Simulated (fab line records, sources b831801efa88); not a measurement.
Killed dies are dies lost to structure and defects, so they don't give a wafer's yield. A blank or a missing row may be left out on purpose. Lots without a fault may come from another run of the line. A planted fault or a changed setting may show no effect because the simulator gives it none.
fab line records | flow sfq_line
record lots=7 wafers=21 last_day=91
route steps=325 shown M6@259 I6@266
lots that met no fault: from a run of the same line without faults
start_h: hours from the record's first day to the start of the lot's first wafer shown | wait_h: hours since the lot's step before | " the same as in the row above | L1.1+2: a row that stands for several wafers | - no value, or no start given | * or withheld: withheld | < > ~ a bound
route shown NAME@n: a module of which the file shows steps, and the number in the route of the first | usual: mean/standard deviation of fault-free wafers | same: alike in all rows | chamber/n: place in a boat | sites: the reading at each site | _std_site: their standard deviation | _edge_site: outer sites' mean less inner sites' | radius_mm: how far each site lies from the wafer's centre | mask NAME#n: copy n | behind: the tool/chamber that last shaped the wafer | hold: why the lot was held/for how many hours/how that ended | device: the transistor (n, p or np) that didn't switch | end of line: the same wafers' tests at the end of the route | a step without rows: its recipe alone | killed: dies lost to structure and defects at the first sort, not the wafer's yield | map: a wafer's dies, x killed, . not, _ none there
set.NAME: the setting as run; set.NAME@STEP: as run at that earlier step | model.NAME: the simulator's own value behind a step, which no gauge read
lots at some steps of the route; a table a step, a row a wafer
services: from which hour (start_h, from the record's first day; less than 0 if before it) a tool's chamber was out of use, for how many hours, and why
## steps
# step SFQ_TRILAYER_M6_LITHO_PEB_162
# recipe peb_temp_c=115 peb_time_s=60 resist=KrF
# step SFQ_TRILAYER_M6_LITHO_DEVELOP_161
# recipe time_s=60 resist=KrF
# step SFQ_M6_OVL_MEAS_940
# usual M6_OVL=1/5.6
# columns lot.wafer tool chamber start_h wait_h M6_OVL[nm]
L814.1 overlay-01 - 1729.96 0.1 -9
L814.3 " - " " -1
L814.5 " - " " -6
L823.1 overlay-02 - 1808.46 0.1 -4
L823.4 " - " " 4
L823.6 " - " " 4
L824.1 overlay-02 - 1813.26 0.1 5
L824.2 " - " " 1
L824.5 " - " " -4
L825.2 overlay-01 - 1818.07 0.1 3
L825.3 " - " " 3
L825.5 " - " " 6
L826.3 overlay-01 - 1824.07 0.1 3
L826.5 " - " " -3
L826.6 " - " " 1
L828.1 overlay-02 - 1844.46 0.1 7
L828.3 " - " " 10
L828.5 " - " " 9
L831.1 overlay-01 - 1856.99 0.1 0
L831.4 " - " " -9
L831.6 " - " " -7
# step SFQ_TRILAYER_M6_BARC_OPEN_METAL_ETCH_206
# recipe mask_material=PR chemistry=O2 target_depth_nm=125 target=BARC icp_w=600 bias_w=80 pressure_mtorr=10 time_s=41.7
# usual drypump_motor_current_A=5.6/0.49 oes_product_au=0.688/0.0045
# columns lot.wafer tool chamber start_h wait_h drypump_motor_current_A oes_product_au rf_hours_counter_h
L814.1 rie_metal-02 1 1730.00 0.0 5.1 0.688 83
L814.3 " 1 " " 5.0 0.686 -
L814.5 " 1 " " 5.1 0.692 -
L823.1 rie_metal-02 0 1808.50 0.0 6.3 0.691 4
L823.4 " 0 " " 6.3 0.686 -
L823.6 " 0 " " 6.3 0.692 -
L824.1 rie_metal-03 0 1813.30 0.0 5.5 0.694 85
L824.2 " 1 " " 5.3 0.692 54
L824.5 " 1 " " 5.3 0.687 -
L825.2 rie_metal-01 0 1818.10 0.0 5.5 0.691 40
L825.3 " 1 " " 6.6 0.693 -
L825.5 " 0 " " 5.5 0.693 -
L826.3 rie_metal-01 1 1824.12 0.0 6.6 0.679 -
L826.5 " 1 " " 6.6 0.685 -
L826.6 " 0 " " 5.5 0.687 -
L828.1 rie_metal-03 0 1844.50 0.0 5.5 0.687 91
L828.3 " 1 " " 5.2 0.691 -
L828.5 " 0 " " 5.5 0.690 -
L831.1 rie_metal-03 0 1857.03 0.0 5.5 0.697 93
L831.4 " 0 " " 5.5 0.690 -
L831.6 " 1 " " 5.2 0.686 -
# step SFQ_TRILAYER_M6_ETCH_METAL_ETCH_162
# recipe target=Nb stop_on=SiO2 mask_material=PR chemistry=Cl2/Ar target_depth_nm=240 icp_w=600 bias_w=80 pressure_mtorr=10 time_s=120
# usual drypump_motor_current_A=5.6/0.49 oes_product_au=0.893/0.0062
# columns lot.wafer tool chamber start_h wait_h drypump_motor_current_A oes_product_au rf_hours_counter_h
L814.1 rie_metal-02 1 1730.06 0.0 5.1 0.902 83
L814.3 " 1 " " 5.1 0.898 -
L814.5 " 1 " " 5.1 0.904 -
L823.1 rie_metal-02 0 1808.56 0.0 6.3 0.887 4
L823.4 " 0 " " 6.3 0.900 -
L823.6 " 0 " " 6.3 0.884 -
L824.1 rie_metal-03 0 1813.36 0.0 5.5 0.903 85
L824.2 " 1 " " 5.2 0.887 54
L824.5 " 1 " " 5.2 0.901 -
L825.2 rie_metal-01 0 1818.18 0.1 5.5 0.891 40
L825.3 " 1 " " 6.6 0.892 -
L825.5 " 0 " " 5.5 0.888 -
L826.3 rie_metal-01 1 1824.20 0.1 6.6 0.892 -
L826.5 " 1 " " 6.6 0.898 -
L826.6 " 0 " " 5.5 0.898 -
L828.1 rie_metal-03 0 1844.56 0.0 5.5 0.892 91
L828.3 " 1 " " 5.2 0.894 -
L828.5 " 0 " " 5.5 0.896 -
L831.1 rie_metal-03 0 1857.09 0.0 5.4 0.890 93
L831.4 " 0 " " 5.4 0.891 -
L831.6 " 1 " " 5.2 0.887 -
# step SFQ_TRILAYER_M6_STRIP_STRIP_163
# recipe gas=O2 power_w=200 platen_temp_c=40 overash_fraction=0.65 chemistry=O2 pressure_mtorr=47.72
# step SFQ_TRILAYER_M6_STRIP_SOLV_CLEAN_164
# recipe chemistry=NMP temp_c=70 time_s=600
# step SFQ_TRILAYER_I6_DEP_PECVD_165
# recipe material=SiO2 temp_c=150 time_s=111.11 pressure_torr=2.4 rf_w=183.3 precursor=SiH4/N2O target_thk_nm=500
# step SFQ_TRILAYER_I6_CMP_CMP_166
# recipe material=SiO2 down_force_psi=3 platen_rpm=60 pad_velocity_m_s=0.94248
# step SFQ_I6_BOW_MEAS_941
# recipe mode=bow
# usual I6_BOW=4/10
# columns lot.wafer tool chamber start_h wait_h I6_BOW[um]
L814.1 film_metro-03 - 1734.04 1.0 -7
L814.3 " - " " -5
L814.5 " - " " -7
L823.1 film_metro-01 - 1818.23 2.0 -16
L823.4 " - " " -13
L823.6 " - " " -17
L824.1 film_metro-01 - 1823.27 2.5 -6
L824.2 " - " " 20
L824.5 " - " " 4
L825.2 film_metro-02 - 1829.29 1.0 16
L825.3 " - " " 24
L825.5 " - " " 7
L826.3 film_metro-02 - 1833.27 2.5 7
L826.5 " - " " 10
L826.6 " - " " 12
L828.1 film_metro-02 - 1850.27 2.0 4
L828.3 " - " " 11
L828.5 " - " " 7
L831.1 film_metro-02 - 1861.07 2.0 10
L831.4 " - " " 17
L831.6 " - " " 23
# step SFQ_TRILAYER_I6_METRO_MEASURE_167
# usual thk_nm=200.8/1.2
# columns lot.wafer tool chamber start_h wait_h thk_nm
L814.1 film_metro-03 - 1734.16 0.1 201.7
L814.3 " - " " 199.6
L814.5 " - " " 201.0
L823.1 film_metro-01 - 1818.35 0.1 200.4
L823.4 " - " " 200.6
L823.6 " - " " 200.6
L824.1 film_metro-01 - 1823.39 0.1 201.3
L824.2 " - " " 201.2
L824.5 " - " " 201.3
L825.2 film_metro-02 - 1829.59 0.3 202.3
L825.3 " - " " 201.9
L825.5 " - " " 201.4
L826.3 film_metro-02 - 1833.75 0.5 200.8
L826.5 " - " " 198.4
L826.6 " - " " 202.3
L828.1 film_metro-02 - 1850.39 0.1 199.8
L828.3 " - " " 200.0
L828.5 " - " " 201.7
L831.1 film_metro-02 - 1861.19 0.1 200.9
L831.4 " - " " 200.0
L831.6 " - " " 199.7
# step SFQ_TRILAYER_I6_VIA_LITHO_COAT_174
# recipe resist=BARC spin_rpm=3000 resist_thk_nm=62
# step SFQ_TRILAYER_I6_VIA_LITHO_COAT_169
# recipe resist=KrF spin_rpm=3000 resist_thk_nm=650
# usual chill_plate_temp_C=23.00/0.1 spin_speed_rpm=3000.0/2
# columns lot.wafer tool chamber start_h wait_h chill_plate_temp_C spin_speed_rpm model.KrF_of_TRILAYER_I6_VIA_LITHO_COAT_169.thk_nm
L814.1 litho_track-04 0 1735.66 0.2 23.00 3003.4 651.1
L814.3 " 0 " " 22.95 3003.0 650.7
L814.5 " 0 " " 23.08 3001.6 650.8
L823.1 litho_track-04 0 1819.85 0.2 23.19 2690.2 686.3
L823.4 " 0 " " 23.14 2692.7 689
L823.6 " 0 " " 23.00 2697.0 687.1
L824.1 litho_track-04 0 1824.89 0.2 23.06 2693.0 684.4
L824.2 " 0 " " 23.02 2693.1 684.8
L824.5 " 0 " " 22.95 2690.9 686.1
L825.2 litho_track-04 0 1830.94 0.2 22.94 2691.6 687.6
L825.3 " 0 " " 22.93 2696.2 685.2
L825.5 " 0 " " 22.92 2697.3 687.5
L826.3 litho_track-01 0 1834.95 0.2 23.08 2999.1 647.5
L826.5 " 0 " " 22.90 2999.8 648.2
L826.6 " 0 " " 22.86 3001.9 647.4
L828.1 litho_track-01 0 1851.89 0.2 23.01 2999.6 648
L828.3 " 0 " " 23.01 3000.8 648.2
L828.5 " 0 " " 22.73 2999.0 648.4
L831.1 litho_track-01 0 1862.69 0.2 23.04 2997.6 651.3
L831.4 " 0 " " 22.87 2998.3 650.3
L831.6 " 0 " " 23.17 2998.6 651.4
# step SFQ_TRILAYER_I6_VIA_LITHO_SOFTBAKE_173
# recipe temp_c=withheld time_s=withheld resist=KrF
# step SFQ_TRILAYER_I6_VIA_LITHO_EXPOSE_170
# recipe mask_id=I6 na=0.6 source_shape=conventional sigma_outer=0.65 target_cd_nm=700 dose_mj=21.3
# step SFQ_TRILAYER_I6_VIA_LITHO_PEB_172
# recipe peb_temp_c=115 peb_time_s=60 resist=KrF
# step SFQ_TRILAYER_I6_VIA_LITHO_DEVELOP_171
# recipe time_s=60 resist=KrF
# step SFQ_I6_OVL_MEAS_942
# usual I6_OVL=2/5.6
# columns lot.wafer tool chamber start_h wait_h I6_OVL[nm]
L814.1 overlay-02 - 1843.26 0.1 -2
L814.3 " - " " -2
L814.5 " - " " -1
L823.1 overlay-01 - 1906.53 0.1 4
L823.4 " - " " 1
L823.6 " - " " 0
L824.1 overlay-02 - 1910.13 0.1 11
L824.2 " - " " -7
L824.5 " - " " 9
L825.2 overlay-01 - 1913.74 0.1 3
L825.3 " - " " 8
L825.5 " - " " 11
L826.3 overlay-02 - 1919.87 0.1 -3
L826.5 " - " " -6
L826.6 " - " " -5
L828.1 overlay-02 - 1937.85 0.1 3
L828.3 " - " " -1
L828.5 " - " " 1
L831.1 overlay-02 - 1948.65 0.1 -3
L831.4 " - " " 0
L831.6 " - " " 2
# step SFQ_TRILAYER_I6_VIA_BARC_OPEN_VIA_ETCH_235
# recipe mask_material=PR chemistry=O2 target_depth_nm=125 target=BARC source_w=500 bias_w=80 pressure_mtorr=30 time_s=41.7
# usual drypump_motor_current_A=5.8/0.51 oes_product_au=0.686/0.0052
# columns lot.wafer tool chamber start_h wait_h drypump_motor_current_A oes_product_au rf_hours_counter_h
L814.1 rie_diel-04 2 1843.30 0.0 6.5 0.683 5
L814.3 " 3 " " 6.1 0.684 19
L814.5 " 0 " " 5.7 0.689 -
L823.1 rie_diel-04 1 1906.57 0.0 4.7 0.683 17
L823.4 " 3 " " 6.2 0.687 20
L823.6 " 2 " " 6.5 0.683 -
L824.1 rie_diel-03 1 1910.17 0.0 4.9 0.683 5
L824.2 " 0 " " 5.8 0.687 14
L824.5 " 3 " " 5.9 0.679 -
L825.2 rie_diel-01 3 1913.77 0.0 6.2 0.684 2
L825.3 " 1 " " 6.0 0.689 17
L825.5 " 0 " " 6.0 0.690 -
L826.3 rie_diel-04 2 1919.89 0.0 6.5 0.677 5
L826.5 " 2 " " 6.5 0.693 -
L826.6 " 3 " " 6.1 0.686 -
L828.1 rie_diel-03 0 1937.89 0.0 5.8 0.685 14
L828.3 " 2 " " 5.7 0.679 18
L828.5 " 0 " " 5.8 0.694 -
L831.1 rie_diel-04 3 1948.69 0.0 6.1 0.693 20
L831.4 " 0 " " 5.8 0.680 13
L831.6 " 0 " " 5.7 0.686 -
# step SFQ_TRILAYER_I6_VIA_ETCH_VIA_ETCH_172
# recipe target=SiO2 stop_on=Nb mask_material=PR taper_deg=20 chemistry=CHF3 target_depth_nm=260 source_w=500 bias_w=80 pressure_mtorr=30 time_s=withheld
# usual drypump_motor_current_A=5.8/0.51 oes_product_au=0.856/0.0054
# columns lot.wafer tool chamber start_h wait_h drypump_motor_current_A oes_product_au model.KrF_of_TRILAYER_I6_VIA_LITHO_COAT_169.thk_nm
L814.1 rie_diel-04 2 1843.34 0.0 6.5 0.856 529.5
L814.3 " 3 " " 6.2 0.852 528.3
L814.5 " 0 " " 5.7 0.856 529.1
L823.1 rie_diel-04 1 1906.61 0.0 4.7 0.851 564.5
L823.4 " 3 " " 6.1 0.859 566
L823.6 " 2 " " 6.5 0.856 566.7
L824.1 rie_diel-03 1 1910.21 0.0 4.9 0.857 562.3
L824.2 " 0 " " 5.7 0.860 563.3
L824.5 " 3 " " 5.9 0.853 565.4
L825.2 rie_diel-01 3 1913.81 0.0 6.1 0.860 568.9
L825.3 " 1 " " 6.0 0.864 562.8
L825.5 " 0 " " 6.0 0.856 565.4
L826.3 rie_diel-04 2 1919.93 0.0 6.5 0.856 526.7
L826.5 " 2 " " 6.5 0.848 527.8
L826.6 " 3 " " 6.1 0.858 525.3
L828.1 rie_diel-03 0 1937.93 0.0 5.7 0.853 526.8
L828.3 " 2 " " 5.7 0.862 528.8
L828.5 " 0 " " 5.8 0.860 526.9
L831.1 rie_diel-04 3 1948.73 0.0 6.1 0.860 529.4
L831.4 " 0 " " 5.7 0.852 528.4
L831.6 " 0 " " 5.7 0.846 529.8
# step SFQ_TRILAYER_I6_VIA_STRIP_STRIP_173
# recipe gas=O2 power_w=200 platen_temp_c=40 overash_fraction=0.65 chemistry=O2 pressure_mtorr=50
# usual drypump_motor_current_A=5.7/0.5 oes_product_au=1.003/0.012
# same overash_fraction=0.65
# columns lot.wafer tool chamber start_h wait_h drypump_motor_current_A oes_product_au rf_hours_counter_h
L814.1 rie_metal-04 1 1843.45 - 6.2 1.011 55
L814.3 " 0 " " 6.2 0.997 -
L814.5 " 0 " " 6.1 1.005 -
L823.1 rie_metal-02 1 1906.72 - 5.1 1.019 106
L823.4 " 1 " " 5.1 1.011 -
L823.6 " 1 " " 5.1 1.008 -
L824.1 rie_metal-03 0 1910.32 - 5.5 0.991 100
L824.2 " 1 " " 5.3 0.986 70
L824.5 " 0 " " 5.5 1.005 -
L825.2 rie_metal-03 1 1913.92 - 5.3 0.983 70
L825.3 " 1 " " 5.2 0.977 -
L825.5 " 1 " " 5.3 0.972 -
L826.3 rie_metal-04 0 1920.24 - 6.2 1.007 -
L826.5 " 0 " " 6.2 1.001 -
L826.6 " 1 " " 6.2 1.024 -
L828.1 rie_metal-04 1 1938.04 - 6.2 1.014 69
L828.3 " 1 " " 6.2 1.011 -
L828.5 " 1 " " 6.2 1.012 -
L831.1 rie_metal-03 1 1948.84 - 5.2 0.977 75
L831.4 " 0 " " 5.5 1.014 -
L831.6 " 0 " " 5.5 1.018 -
## services
# columns tool chamber start_h hours kind
rie_metal-01 - 1712.96 14.6 pm
rie_diel-03 0 1724.70 6.0 repair
rie_diel-03 3 1726.15 8.1 repair
rie_diel-04 3 1726.53 6.4 repair
film_metro-02 - 1743.01 3.1 pm
rie_diel-03 3 1748.88 5.1 repair
rie_metal-02 1 1753.74 1.1 repair
film_metro-02 - 1761.39 3.6 pm
rie_metal-03 1 1781.91 9.6 repair
film_metro-02 - 1792.21 0.2 pm
rie_diel-03 - 1800.22 2.8 pm
rie_diel-03 3 1810.50 2.6 repair
rie_diel-03 3 1852.91 3.3 repair
rie_diel-04 0 1854.40 3.5 repair
rie_diel-04 2 1859.38 12.6 repair
rie_diel-03 3 1867.23 5.1 repair
rie_diel-03 1 1870.60 3.2 repair
film_metro-02 - 1875.93 0.4 pm
film_metro-02 - 1879.83 3.8 pm
rie_metal-01 - 1883.04 1.2 repair
film_metro-02 - 1883.67 0.4 pm
rie_diel-04 3 1890.71 2.1 repair
rie_diel-03 1 1911.52 7.8 repair
rie_metal-02 0 1938.54 29.9 repair
## key
first_sign step=SFQ_TRILAYER_I6_VIA_LITHO_COAT_169 reading=spin_speed_rpm direction=down sigmas=99+ usual=3000.0 struck=2693.6
effect none on later readings
model_effect step=SFQ_TRILAYER_I6_VIA_LITHO_COAT_169 value=KrF_of_TRILAYER_I6_VIA_LITHO_COAT_169.thk_nm without=650.5 struck=686.5
model_effect step=SFQ_TRILAYER_I6_VIA_ETCH_VIA_ETCH_172 value=KrF_of_TRILAYER_I6_VIA_LITHO_COAT_169.thk_nm without=529.1 struck=565
met_at SFQ_TRILAYER_I6_VIA_LITHO_COAT_169
struck_wafers L823.1,L823.4,L823.6,L824.1,L824.2,L824.5,L825.2,L825.3,L825.5
onset_between 1735.66 1819.85
fault kind=process_parameter_drift tool=litho_track-04 chamber=- onset_h=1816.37 steps=SFQ_TRILAYER_I6_VIA_LITHO_COAT_169 channel=spin_rpm offset=-306.1 shape=step end_h=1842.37 acts_in=these_recipes_only stated=3000
